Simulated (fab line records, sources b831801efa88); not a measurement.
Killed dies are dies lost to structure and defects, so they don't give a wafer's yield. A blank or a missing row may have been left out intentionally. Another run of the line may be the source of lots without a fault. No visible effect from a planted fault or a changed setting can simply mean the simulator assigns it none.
fab line records ; flow sky130
[record] lots = 11; wafers = 33; last-day = 49
route steps=708 shown FIELD_ISO@18 METAL4@625 PAD_OPEN@708
lots with no fault: from the same line, run without faults
start-h: hours from the record's opening day to when the first of the lot's shown wafers began ; wait-h: time in hours since the lot's previous step ; " identical to the entry in the row above ; L1.1+2: a single row standing in for several wafers ; - no value present, or no start provided ; * or withheld: withheld ; < > ~ a bound
route shown NAME@n: NAME is a module with steps in the file, n the number in the route of the first one ; usual: mean/standard deviation of fault-free wafers ; same: alike in all rows ; chamber/n: place in a boat ; sites: per-site readings ; _std_site: the values' standard deviation ; _edge_site: inner sites' mean taken away from outer sites' mean ; radius-mm: for every site, how far away it sits from the centre of the wafer ; mask NAME#n: copy n ; behind: the tool/chamber that last shaped the wafer ; hold: the reason the lot was held/the length of the hold in hours/how it ended ; device: the transistor (n, p or np) that didn't switch ; end of line: tests run on the same wafers once the route is complete ; for a step that has no rows: nothing shown but its recipe ; killed: the dies lost at the first sort to structure and to defects; this is not the yield of the wafer ; map: shows each die of a wafer: x if killed, . if not, _ if none is there
set.NAME: the run value of the setting; set.NAME@STEP: its run value at that earlier step ; model.NAME: the simulator's own value behind a step, which no gauge read
the route's steps for a sample of lots (tables are steps, rows are wafers)
services: when a tool's chamber went out of use (start-h, in hours from the record's first day, below 0 if earlier), for how many hours, and the reason
[[steps]]
[step SKY_FIELD_ISO_ETCH_17]
[recipe] target-depth-a = 3420; mask-material = Si3N4; chemistry = HBr/Cl2/O2; target = Si; taper-deg = 5; icp-w = 600; bias-w = 150; pressure-mtorr = 15; HBr_flow_sccm = 150; Cl2_flow_sccm = 40; O2_flow_sccm = 6; time-s = 97.7
[usual] drypump-motor-current-A = 5.68/0.21; oes-product-au = 0.995/0.0099; throttle-valve-pct = 25.660/0.011
lot.wafer;tool;chamber;start-h;wait-h;drypump-motor-current-A;oes-product-au;rf-hours-counter-h;throttle-valve-pct
L783.4;rie-si-02;1;28.04;0.0;5.23;0.981;28;25.671
L783.5;rie-si-02;1;28.04;0.0;5.21;1.006;-;25.653
L783.6;rie-si-02;2;28.04;0.0;5.85;1.002;-;25.647
L784.3;rie-si-01;1;35.29;0.0;5.80;0.997;125;25.652
L784.4;rie-si-01;3;35.29;0.0;5.62;0.990;62;25.658
L784.5;rie-si-01;0;35.29;0.0;5.83;0.997;-;25.663
L793.3;rie-si-01;0;95.18;0.0;5.84;0.969;141;25.677
L793.4;rie-si-01;1;95.18;0.0;5.81;0.997;125;25.661
L793.5;rie-si-01;2;95.18;0.0;5.60;0.984;-;25.660
L792.2;rie-si-01;0;95.25;0.1;5.83;0.980;141;25.675
L792.4;rie-si-01;2;95.25;0.1;5.60;0.991;1;25.663
L792.6;rie-si-01;2;95.25;0.1;5.61;1.005;-;25.666
L795.1;rie-si-01;1;95.59;0.1;5.78;0.990;126;25.667
L795.4;rie-si-01;2;95.59;0.1;5.58;0.995;1;25.665
L795.5;rie-si-01;1;95.59;0.1;5.79;0.992;-;25.663
L796.4;rie-si-01;2;101.68;0.0;5.61;1.001;2;25.652
L796.5;rie-si-01;0;101.68;0.0;5.83;0.993;-;25.656
L796.6;rie-si-01;3;101.68;0.0;5.60;0.999;-;25.662
L797.2;rie-si-01;3;105.90;0.1;5.60;0.994;62;25.664
L797.3;rie-si-01;0;105.90;0.1;5.88;0.975;141;25.652
L797.5;rie-si-01;2;105.90;0.1;5.60;0.996;-;25.658
L799.1;rie-si-01;2;115.33;0.1;5.59;1.006;2;25.663
L799.2;rie-si-01;3;115.33;0.1;5.59;0.998;62;25.653
L799.4;rie-si-01;0;115.33;0.1;5.82;0.973;141;25.665
L802.3;rie-si-02;2;126.74;0.0;5.85;1.005;36;25.648
L802.4;rie-si-02;1;126.74;0.0;5.21;0.991;29;25.687
L802.6;rie-si-02;2;126.74;0.0;5.85;1.010;-;25.643
L804.1;rie-si-02;1;137.65;0.1;5.23;0.994;29;25.670
L804.2;rie-si-02;2;137.65;0.1;5.83;1.015;36;25.648
L804.4;rie-si-02;0;137.65;0.1;5.72;1.004;79;25.676
L805.2;rie-si-01;1;144.54;0.1;5.80;0.989;126;25.671
L805.4;rie-si-01;3;144.54;0.1;5.60;0.996;-;25.640
L805.6;rie-si-01;2;144.54;0.1;5.60;0.999;-;25.666
[step SKY_FIELD_ISO_CMP_27]
[recipe] stop-on = Si3N4; t-overpolish-s = 16; down-force-psi = 4; platen-rpm = 60; target-thk-nm = 457.8; pad-velocity-m-s = 0.94248
[usual] head-pressure-psi = 4.001/0.0081; motor-current-A = 12.2/1.1; overpolish-run-s = 15.999/0.0082; time-to-endpoint-s = 115/4.2
lot.wafer;tool;chamber;start-h;wait-h;head-pressure-psi;motor-current-A;overpolish-run-s;time-to-endpoint-s
L783.4;cmp-01;3;33.55;0.1;4.016;12.5;15.990;110
L783.6;cmp-01;2;33.55;0.1;4.001;11.8;16.009;113
L783.5;cmp-01;3;33.55;0.1;4.009;12.8;16.011;112
L784.4;cmp-02;3;38.69;0.0;4.005;9.7;16.007;116
L784.3;cmp-02;1;38.69;0.0;3.996;13.7;15.994;114
L784.5;cmp-02;0;38.69;0.0;4.001;11.0;15.997;114
L792.2;cmp-02;3;99.19;0.1;4.005;10.3;15.984;120
L792.4;cmp-02;0;99.19;0.1;3.987;11.1;15.998;121
L792.6;cmp-02;3;99.19;0.1;4.007;10.5;16.001;118
L793.4;cmp-01;2;99.19;0.1;3.988;11.4;16.006;116
L793.3;cmp-01;3;99.19;0.1;3.997;12.4;16.012;116
L793.5;cmp-01;1;99.19;0.1;3.999;12.2;15.985;111
L795.4;cmp-02;2;99.87;0.0;3.997;12.6;15.998;119
L795.1;cmp-02;1;99.87;0.0;4.003;13.3;16.004;116
L795.5;cmp-02;2;99.87;0.0;3.991;13.3;16.010;122
L796.4;cmp-01;0;106.24;0.0;3.999;13.8;16.011;120
L796.5;cmp-01;0;106.24;0.0;3.996;13.9;16.003;118
L796.6;cmp-01;1;106.24;0.0;3.999;11.7;15.997;115
L797.2;cmp-02;1;109.32;0.2;4.005;13.8;15.996;111
L797.3;cmp-02;0;109.32;0.2;3.993;11.0;15.990;117
L797.5;cmp-02;1;109.32;0.2;3.999;12.9;15.994;114
L799.2;cmp-01;0;121.50;0.0;3.996;13.3;15.999;123
L799.1;cmp-01;2;121.50;0.0;4.009;11.6;16.003;120
L799.4;cmp-01;3;121.50;0.0;3.986;12.7;15.992;119
L802.4;cmp-01;3;132.76;0.1;4.000;12.7;15.990;115
L802.3;cmp-01;0;132.76;0.1;4.010;14.3;16.006;120
L802.6;cmp-01;3;132.76;0.1;4.009;12.3;16.000;114
L804.4;cmp-01;2;148.08;4.2;4.005;11.8;15.989;115
L804.2;cmp-01;3;148.08;4.2;4.007;12.6;16.016;110
L804.1;cmp-01;1;148.08;4.2;3.998;11.9;15.998;111
L805.2;cmp-01;2;150.28;1.2;4.004;11.9;16.001;117
L805.4;cmp-01;3;150.28;1.2;3.986;12.8;16.002;114
L805.6;cmp-01;1;150.28;1.2;4.017;11.4;15.990;116
[step SKY_METAL4_SOFTBAKE_09]
[recipe] temp-c = 100; time-s = 90; resist = KrF-thick
[usual] exhaust-pa = 44.7/0.9; heater-power-total-W = 57.36/0.12; plate-temp-C = 100.00/0.14
lot.wafer;tool;chamber;start-h;wait-h;exhaust-pa;heater-power-total-W;plate-temp-C
L783.4;litho-track-01;0;946;-;45.1;57.29;99.92
L783.5;litho-track-01;0;946;-;45.9;57.16;100.10
L783.6;litho-track-01;0;947;-;44.5;57.22;99.95
L784.3;litho-track-04;0;955;-;46.1;57.25;100.10
L784.4;litho-track-04;0;955;-;46.1;57.43;99.94
L784.5;litho-track-04;0;955;-;46.1;57.22;100.08
L792.2;litho-track-04;0;1041;-;44.9;55.65;97.87
L792.4;litho-track-04;0;1041;-;43.7;55.77;98.16
L792.6;litho-track-04;0;1041;-;43.8;55.85;97.95
L793.3;litho-track-04;0;1043;-;43.2;55.88;98.06
L793.4;litho-track-04;0;1043;-;43.6;55.84;97.85
L793.5;litho-track-04;0;1043;-;44.8;55.82;98.03
L795.1;litho-track-01;0;1045;-;44.3;57.45;99.95
L795.4;litho-track-01;0;1045;-;43.9;57.26;99.99
L795.5;litho-track-01;0;1045;-;44.5;57.18;99.88
L796.4;litho-track-01;0;1048;-;44.9;57.36;100.03
L796.5;litho-track-01;0;1048;-;42.2;57.28;100.02
L796.6;litho-track-01;0;1048;-;45.1;57.41;99.99
L797.2;litho-track-01;0;1053;-;45.9;57.27;100.01
L797.3;litho-track-01;0;1053;-;44.5;57.22;100.04
L797.5;litho-track-01;0;1053;-;43.8;57.56;99.83
L799.1;litho-track-01;0;1068;-;44.5;57.50;100.15
L799.2;litho-track-01;0;1068;-;44.3;57.37;99.99
L799.4;litho-track-01;0;1068;-;45.8;57.49;100.04
L802.3;litho-track-01;0;1084;-;44.0;57.32;100.07
L802.4;litho-track-01;0;1084;-;45.0;57.46;100.03
L802.6;litho-track-01;0;1084;-;42.6;57.29;99.97
L804.1;litho-track-02;0;1098;-;45.0;57.27;99.92
L804.2;litho-track-02;0;1098;-;44.5;57.27;100.11
L804.4;litho-track-02;0;1098;-;44.5;57.27;99.79
L805.2;litho-track-02;0;1100;-;43.7;57.49;99.80
L805.4;litho-track-02;0;1100;-;45.1;57.37;99.86
L805.6;litho-track-02;0;1100;-;44.4;57.51;100.04
[step SKY_PAD_OPEN_PROBE_99]
[usual] defect-limited-yield = 82.3/1.8; killed_at_M0_to_M3 = 44/7.2; killed_at_M4_up = 3.1/1.8; killed-at-contacts = 24/4.5; killed-at-front-end = 16/4.4; killed-at-other = 0.2/0.42; killed-dies = 87/8.9; killed-on-rim = 17/4.1; killed-open = 48/6.4; killed-short = 39/6.2; sort_bin_3_pad_short = 0.9/0.46; sort_bin_5_function = 10.5/1.6; sort_bin_6_memory = 6.3/1.1; sort-n-pass = 405/8.9; sort-yield-pct = 82.3/1.8
[same] gross-dies = 492; killed-at-back-side = 0; sort_bin_4_leakage[%] = 0; sort_bin_8_speed[%] = 0
lot.wafer;tool;chamber;start-h;wait-h;defect-limited-yield[%];killed_at_M0_to_M3;killed_at_M4_up;killed-at-contacts;killed-at-front-end;killed-at-other;killed-dies;killed-on-rim;killed-open;killed-short;sort_bin_3_pad_short[%];sort_bin_5_function[%];sort_bin_6_memory[%];sort-n-pass;sort-yield-pct[%]
L783.4;prober-01;-;1053.98;0.2;80.3;51;4;25;16;1;97;19;62;35;1.8;9.8;8.1;395;80.3
L783.5;prober-01;-;1054.03;0.2;81.3;48;3;16;25;0;92;21;47;45;2.2;11.8;4.7;400;81.3
L783.6;prober-01;-;1054.08;0.2;82.3;41;2;29;15;0;87;13;47;40;0.6;9.8;7.3;405;82.3
L784.3;prober-02;-;1064.22;0.2;81.7;49;5;22;14;0;90;16;48;42;0.6;10.8;6.9;402;81.7
L784.4;prober-02;-;1064.27;0.2;79.9;45;6;28;20;0;99;24;46;53;1.0;12.2;6.9;393;79.9
L784.5;prober-02;-;1064.32;0.2;83.1;42;2;24;14;1;83;19;47;36;0.8;10.6;5.5;409;83.1
L792.2;prober-02;-;1137.79;0.1;81.1;47;3;21;22;0;93;22;51;42;1.2;11.8;5.9;399;81.1
L792.4;prober-02;-;1137.89;0.2;82.1;51;2;27;8;0;88;14;40;48;0.6;11.6;5.7;404;82.1
L792.6;prober-02;-;1137.99;0.2;84.3;36;3;32;6;0;77;14;39;38;1.4;8.3;5.9;415;84.3
L793.3;prober-01;-;1138.37;0.2;83.1;38;1;27;17;0;83;12;48;35;0.8;10.4;5.7;409;83.1
L793.4;prober-01;-;1138.42;0.2;81.5;53;4;24;10;0;91;15;47;44;1.0;9.3;8.1;401;81.5
L793.5;prober-01;-;1138.47;0.2;82.9;32;6;30;16;0;84;16;47;37;1.0;9.8;6.3;408;82.9
L795.1;prober-01;-;1139.77;0.1;82.9;39;2;27;16;0;84;25;43;41;0.4;11.0;5.7;408;82.9
L795.4;prober-01;-;1139.92;0.2;86.4;25;4;23;15;0;67;7;34;33;0.4;7.9;5.3;425;86.4
L795.5;prober-01;-;1139.97;0.2;81.5;42;6;24;19;0;91;11;42;49;1.0;10.6;6.9;401;81.5
L796.4;prober-02;-;1144.23;0.2;80.7;56;2;23;14;0;95;21;49;46;1.2;10.6;7.5;397;80.7
L796.5;prober-02;-;1144.28;0.2;79.7;46;5;24;25;0;100;23;63;37;0.2;10.8;9.3;392;79.7
L796.6;prober-02;-;1144.33;0.2;83.3;42;6;21;13;0;82;16;49;33;1.0;10.8;4.9;410;83.3
L797.2;prober-01;-;1149.63;0.1;80.9;47;3;23;21;0;94;14;54;40;0.8;12.8;5.5;398;80.9
L797.3;prober-01;-;1149.68;0.2;81.1;58;2;17;16;0;93;19;44;49;1.0;12.0;5.9;399;81.1
L797.5;prober-01;-;1149.78;0.2;82.5;42;3;19;22;0;86;20;46;40;0.8;9.3;7.3;406;82.5
L799.1;prober-01;-;1158.70;0.1;82.3;45;4;26;12;0;87;11;52;35;1.0;12.0;4.7;405;82.3
L799.2;prober-01;-;1158.75;0.1;82.3;46;1;25;15;0;87;14;50;37;0.4;10.6;6.7;405;82.3
L799.4;prober-01;-;1158.85;0.2;80.1;47;3;28;20;0;98;21;56;42;0.6;12.8;6.5;394;80.1
L802.3;prober-02;-;1174.32;0.2;84.6;39;3;21;13;0;76;23;41;35;1.0;7.9;6.5;416;84.6
L802.4;prober-02;-;1174.37;0.2;80.7;51;1;26;16;1;95;22;60;35;0.8;11.0;7.5;397;80.7
L802.6;prober-02;-;1174.47;0.2;83.7;54;1;11;13;1;80;19;48;32;0.6;10.2;5.5;412;83.7
L804.1;prober-02;-;1186.54;0.1;83.1;33;6;28;16;0;83;12;47;36;0.6;9.6;6.7;409;83.1
L804.2;prober-02;-;1186.59;0.1;82.1;43;3;24;18;0;88;23;49;39;1.2;10.0;6.7;404;82.1
L804.4;prober-02;-;1186.69;0.2;82.3;46;2;20;18;1;87;17;51;36;0.8;10.8;6.1;405;82.3
L805.2;prober-01;-;1187.72;0.1;81.5;52;1;22;16;0;91;17;48;43;0.2;12.4;5.9;401;81.5
L805.4;prober-01;-;1187.82;0.2;82.5;50;5;22;9;0;86;14;52;34;1.6;11.4;4.5;406;82.5
L805.6;prober-01;-;1187.92;0.2;81.5;43;0;30;18;0;91;20;53;38;1.6;12.4;4.5;401;81.5
// killed by level:class
L783.4 VIA1:geometric-particle:open=16 CONTACT:geometric-particle:open=11 VIA2:geometric-particle:open=9 VIA3:geometric-particle:open=7 POLY_GATE:geometric-particle:short=5 LI_CONTACT:geometric-particle:open=5 LOCAL_INTERCONNECT:geometric-particle:short=5 POLY_GATE:geometric-particle:open=4
L783.5 VIA1:geometric-particle:open=11 POLY_GATE:geometric-particle:open=8 METAL1:geometric-particle:short=8 VIA1:geometric-particle:short=6 LI_CONTACT:geometric-particle:open=5 VIA3:geometric-particle:open=5 POLY_GATE:geometric-particle:short=4 LOCAL_INTERCONNECT:geometric-particle:short=4
L783.6 CONTACT:geometric-particle:open=10 LI_CONTACT:geometric-particle:open=9 VIA2:geometric-particle:open=9 FIELD_ISO:geometric-particle:short=6 METAL1:geometric-particle:short=6 METAL2:geometric-particle:short=5 VIA1:geometric-particle:open=5 CONTACT:geometric-particle:short=4
L784.3 CONTACT:geometric-particle:open=9 LI_CONTACT:geometric-particle:open=7 VIA1:geometric-particle:short=7 VIA1:geometric-particle:open=7 VIA3:geometric-particle:open=7 METAL2:geometric-particle:short=6 POLY_GATE:geometric-particle:short=5 METAL1:geometric-particle:short=5
L784.4 CONTACT:geometric-particle:open=10 METAL2:geometric-particle:short=7 VIA3:geometric-particle:open=7 VIA1:geometric-particle:open=6 METAL4:geometric-particle:short=6 VIA2:geometric-particle:open=5 LI_CONTACT:geometric-particle:open=5 CONTACT:geometric-particle:short=5
L784.5 VIA1:geometric-particle:open=12 CONTACT:geometric-particle:open=7 FIELD_ISO:geometric-particle:open=5 FIELD_ISO:geometric-particle:short=5 METAL1:geometric-particle:short=5 LOCAL_INTERCONNECT:geometric-particle:short=5 VIA3:geometric-particle:short=5 METAL2:geometric-particle:short=5
L792.2 VIA1:geometric-particle:open=18 CONTACT:geometric-particle:open=9 POLY_GATE:geometric-particle:open=7 POLY_GATE:geometric-particle:short=5 LOCAL_INTERCONNECT:geometric-particle:short=5 METAL1:geometric-particle:short=5 VIA3:geometric-particle:open=5 FIELD_ISO:geometric-particle:open=4
L792.4 METAL2:geometric-particle:short=10 CONTACT:geometric-particle:open=9 VIA2:geometric-particle:open=8 METAL1:geometric-particle:short=8 LI_CONTACT:geometric-particle:open=6 CONTACT:geometric-particle:short=6 VIA3:geometric-particle:open=6 VIA1:geometric-particle:open=5
L792.6 CONTACT:geometric-particle:open=11 LI_CONTACT:geometric-particle:open=7 VIA1:geometric-particle:open=7 CONTACT:geometric-particle:short=6 METAL1:geometric-particle:short=6 LOCAL_INTERCONNECT:geometric-particle:short=4 VIA1:geometric-particle:short=4 POLY_GATE:geometric-particle:open=3
L793.3 CONTACT:geometric-particle:open=14 VIA1:geometric-particle:open=9 POLY_GATE:geometric-particle:short=6 VIA2:geometric-particle:open=6 LI_CONTACT:geometric-particle:open=5 METAL2:geometric-particle:short=5 VIA3:geometric-particle:open=5 FIELD_ISO:geometric-particle:open=4
L793.4 VIA3:geometric-particle:open=13 CONTACT:geometric-particle:open=10 VIA1:geometric-particle:open=8 VIA2:geometric-particle:short=8 VIA1:geometric-particle:short=7 METAL2:geometric-particle:short=5 POLY_GATE:geometric-particle:short=4 LOCAL_INTERCONNECT:geometric-particle:short=4
L793.5 VIA1:geometric-particle:open=15 CONTACT:geometric-particle:open=10 LOCAL_INTERCONNECT:geometric-particle:short=6 CONTACT:geometric-particle:short=6 LI_CONTACT:geometric-particle:open=5 POLY_GATE:geometric-particle:open=4 POLY_GATE:geometric-particle:short=4 FIELD_ISO:geometric-particle:short=3
L795.1 VIA1:geometric-particle:open=12 POLY_GATE:geometric-particle:open=7 LI_CONTACT:geometric-particle:short=6 CONTACT:geometric-particle:open=6 METAL2:geometric-particle:short=6 LI_CONTACT:geometric-particle:open=5 CONTACT:geometric-particle:short=5 VIA3:geometric-particle:open=5
L795.4 LI_CONTACT:geometric-particle:open=7 VIA1:geometric-particle:open=7 FIELD_ISO:geometric-particle:short=6 CONTACT:geometric-particle:open=5 LI_CONTACT:geometric-particle:short=5 METAL2:geometric-particle:short=4 METAL4:geometric-particle:short=3 CONTACT:geometric-particle:short=3
L795.5 CONTACT:geometric-particle:open=11 POLY_GATE:geometric-particle:short=7 METAL2:geometric-particle:short=7 VIA1:geometric-particle:open=7 METAL4:geometric-particle:short=6 VIA3:geometric-particle:open=6 VIA1:geometric-particle:short=5 METAL3:geometric-particle:short=5
L796.4 VIA1:geometric-particle:open=12 VIA2:geometric-particle:open=11 CONTACT:geometric-particle:open=11 METAL1:geometric-particle:short=10 METAL2:geometric-particle:short=6 CONTACT:geometric-particle:short=5 VIA3:geometric-particle:open=5 VIA1:geometric-particle:short=4
L796.5 VIA1:geometric-particle:open=16 CONTACT:geometric-particle:open=9 LI_CONTACT:geometric-particle:open=8 VIA2:geometric-particle:open=7 FIELD_ISO:geometric-particle:short=5 FIELD_ISO:geometric-particle:open=5 POLY_GATE:geometric-particle:short=5 POLY_GATE:geometric-particle:open=5
L796.6 VIA2:geometric-particle:open=9 VIA1:geometric-particle:open=9 LI_CONTACT:geometric-particle:open=8 LI_CONTACT:geometric-particle:short=7 FIELD_ISO:geometric-particle:short=5 VIA3:geometric-particle:open=5 METAL1:geometric-particle:short=5 CONTACT:geometric-particle:open=4
L797.2 VIA1:geometric-particle:open=13 FIELD_ISO:geometric-particle:open=7 VIA2:geometric-particle:open=7 FIELD_ISO:geometric-particle:short=6 METAL2:geometric-particle:short=6 LI_CONTACT:geometric-particle:open=5 CONTACT:geometric-particle:open=5 POLY_GATE:geometric-particle:short=4
L797.3 METAL2:geometric-particle:short=11 VIA1:geometric-particle:open=9 CONTACT:geometric-particle:open=8 VIA2:geometric-particle:open=8 VIA3:geometric-particle:open=7 FIELD_ISO:geometric-particle:open=6 VIA1:geometric-particle:short=6 CONTACT:geometric-particle:short=5
L797.5 VIA1:geometric-particle:open=11 FIELD_ISO:geometric-particle:open=7 FIELD_ISO:geometric-particle:short=6 METAL2:geometric-particle:short=6 CONTACT:geometric-particle:open=6 VIA3:geometric-particle:open=6 CONTACT:geometric-particle:short=5 METAL1:geometric-particle:short=5
L799.1 VIA1:geometric-particle:open=10 VIA3:geometric-particle:open=9 CONTACT:geometric-particle:open=8 VIA2:geometric-particle:open=7 CONTACT:geometric-particle:short=7 LI_CONTACT:geometric-particle:open=6 METAL2:geometric-particle:short=5 VIA3:geometric-particle:short=5
L799.2 VIA1:geometric-particle:open=12 VIA2:geometric-particle:open=9 LI_CONTACT:geometric-particle:open=9 CONTACT:geometric-particle:open=9 POLY_GATE:geometric-particle:short=7 VIA1:geometric-particle:short=5 LOCAL_INTERCONNECT:geometric-particle:short=4 METAL2:geometric-particle:short=4
L799.4 CONTACT:geometric-particle:open=10 LI_CONTACT:geometric-particle:open=9 VIA1:geometric-particle:open=9 VIA1:geometric-particle:short=8 VIA3:geometric-particle:open=6 METAL2:geometric-particle:short=6 POLY_GATE:geometric-particle:open=5 VIA2:geometric-particle:open=5
L802.3 VIA1:geometric-particle:open=15 CONTACT:geometric-particle:open=7 VIA2:geometric-particle:open=5 FIELD_ISO:geometric-particle:short=4 LI_CONTACT:geometric-particle:short=4 VIA1:geometric-particle:short=4 CONTACT:geometric-particle:short=4 VIA3:geometric-particle:open=4
L802.4 LI_CONTACT:geometric-particle:open=14 VIA1:geometric-particle:open=14 VIA2:geometric-particle:open=9 METAL1:geometric-particle:short=7 FIELD_ISO:geometric-particle:open=5 LOCAL_INTERCONNECT:geometric-particle:short=5 VIA2:geometric-particle:short=5 VIA3:geometric-particle:open=4
L802.6 VIA1:geometric-particle:open=13 VIA2:geometric-particle:open=8 CONTACT:geometric-particle:open=6 METAL1:geometric-particle:short=6 VIA3:geometric-particle:open=6 VIA1:geometric-particle:short=5 METAL2:geometric-particle:short=5 POLY_GATE:geometric-particle:short=4
L804.1 CONTACT:geometric-particle:open=8 FIELD_ISO:geometric-particle:open=7 LI_CONTACT:geometric-particle:open=7 VIA1:geometric-particle:open=5 METAL2:geometric-particle:short=5 FIELD_ISO:geometric-particle:short=4 LI_CONTACT:geometric-particle:short=4 VIA1:geometric-particle:short=4
L804.2 LI_CONTACT:geometric-particle:open=10 VIA1:geometric-particle:open=9 VIA2:geometric-particle:open=8 POLY_GATE:geometric-particle:short=6 POLY_GATE:geometric-particle:open=5 CONTACT:geometric-particle:short=5 METAL3:geometric-particle:short=5 VIA3:geometric-particle:open=5
L804.4 VIA1:geometric-particle:open=13 VIA3:geometric-particle:open=11 CONTACT:geometric-particle:open=7 VIA2:geometric-particle:open=6 FIELD_ISO:geometric-particle:short=5 LOCAL_INTERCONNECT:geometric-particle:short=5 VIA1:geometric-particle:short=4 LI_CONTACT:geometric-particle:open=4
L805.2 VIA1:geometric-particle:open=13 METAL2:geometric-particle:short=9 CONTACT:geometric-particle:open=7 VIA3:geometric-particle:open=6 POLY_GATE:geometric-particle:short=5 LI_CONTACT:geometric-particle:short=5 LOCAL_INTERCONNECT:geometric-particle:short=5 METAL1:geometric-particle:short=5
L805.4 VIA2:geometric-particle:open=12 LI_CONTACT:geometric-particle:open=8 VIA3:geometric-particle:open=7 VIA1:geometric-particle:open=7 CONTACT:geometric-particle:open=7 METAL1:geometric-particle:short=6 VIA1:geometric-particle:short=6 METAL2:geometric-particle:short=6
L805.6 CONTACT:geometric-particle:open=10 VIA2:geometric-particle:open=10 VIA1:geometric-particle:open=9 LI_CONTACT:geometric-particle:open=8 FIELD_ISO:geometric-particle:open=6 CONTACT:geometric-particle:short=6 METAL1:geometric-particle:short=5 METAL2:geometric-particle:short=5
[[services]]
tool;chamber;start-h;hours;kind
rie-si-01;2;11.90;5.8;repair
cmp-01;-;38.52;0.5;repair
cmp-01;-;40.01;3.2;repair
cmp-01;-;62.03;2.3;repair
cmp-01;-;66.82;0.5;repair
cmp-01;-;72.55;10.8;pm
cmp-01;-;92.85;2.2;repair
cmp-01;-;143.73;4.3;repair
cmp-01;-;152.04;1.4;repair
cmp-01;-;155.31;1.7;repair
cmp-01;-;185.99;0.9;repair
cmp-01;-;196.36;0.7;repair
rie-si-01;3;213.02;15.7;repair
rie-si-01;-;278.41;2.8;pm
rie-si-01;2;557.81;7.7;repair
rie-si-01;3;559.74;1.9;repair
rie-si-01;0;641.02;3.4;repair
rie-si-01;0;693.07;2.7;repair
rie-si-01;1;820.48;8.2;repair
rie-si-01;1;897.77;8.0;repair
rie-si-01;2;956.02;3.7;repair
rie-si-01;-;969.48;0.3;repair
rie-si-01;-;1021.60;1.2;repair
rie-si-01;3;1022.12;1.4;repair
[[key]]
[first-sign] step = SKY_METAL4_SOFTBAKE_09; reading = plate-temp-C; direction = down; sigmas = 15; usual = *; struck = *
[effect] step = SKY_METAL4_SOFTBAKE_09; reading = heater-power-total-W; direction = down; sigmas = 13; usual = *; struck = *
met-at SKY_METAL4_SOFTBAKE_09
struck-lots L792,L793
not-acting-at SKY_FIELD_ISO_ETCH_17,SKY_FIELD_ISO_CMP_27
onset-between 955 1041
[fault] kind = process-parameter-drift; tool = litho-track-04; chamber = -; onset-h = 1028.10; steps = SKY_METAL4_SOFTBAKE_09; channel = temp-c; offset = *; shape = step; end-h = 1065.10; acts-in = *; stated = *
